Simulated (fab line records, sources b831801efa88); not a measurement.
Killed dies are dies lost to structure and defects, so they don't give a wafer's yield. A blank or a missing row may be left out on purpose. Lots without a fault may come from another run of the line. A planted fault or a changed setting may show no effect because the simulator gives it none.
Chamber matching | flow sky130 | SKY_METAL3_ETCH_17 on rie_diel-03: 4 sister chambers
The step etches SiO2 in C4F8/O2/Ar, stops on TiN, time 3.9 s, target depth 15 nm. 8 wafers are shown with their chamber, then 8 later ones without.

WAFERS WITH THEIR CHAMBER
wafer  | chamber | oes_product_au (a.u.)
L078.5 | 1       | 0.756
L085.1 | 2       | 0.748
L090.5 | 3       | 0.759
L090.6 | 0       | 0.769
L094.3 | 3       | 0.752
L094.5 | 1       | 0.761
L094.6 | 0       | 0.763
L095.1 | 2       | 0.756

WAFERS WITHOUT THEIR CHAMBER
wafer  | oes_product_au (a.u.)
L095.4 | 0.738
L095.5 | 0.758
L096.2 | 0.754
L096.4 | 0.763
L096.5 | 0.768
L097.2 | 0.749
L097.5 | 0.758
L097.6 | 0.754

WHICH CHAMBER EACH WENT THROUGH
wafer  | from the rows above               | in truth
L095.4 | can't be placed: 2 or 3 or 1      | 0
L095.5 | can't be placed: 1 or 3 or 2 or 0 | 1
L096.2 | can't be placed: 3 or 2 or 1      | 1
L096.4 | can't be placed: 0 or 1 or 3 or 2 | 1
L096.5 | can't be placed: 0 or 1           | 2
L097.2 | can't be placed: 2 or 3 or 1      | 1
L097.5 | can't be placed: 1 or 3 or 2 or 0 | 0
L097.6 | can't be placed: 3 or 2 or 1      | 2
Placed correctly: 0 of 8. Can't be placed from these rows: 8 (the true chamber is among the candidates in 6). Placed wrongly: 0.
How it was worked out, from the rows above alone: a wafer's distance from a chamber is the root of the sum, over the readings, of the square of ((its reading less the chamber's mean) divided by the reading's scatter). The wafer belongs to the nearest chamber; if the next one is less than 2 further off, it can't be placed. A chamber's mean is the mean of its shown wafers. The scatter: the root of (the sum of the squares of (reading less its chamber's mean) over the shown wafers, divided by (wafers less chambers)).
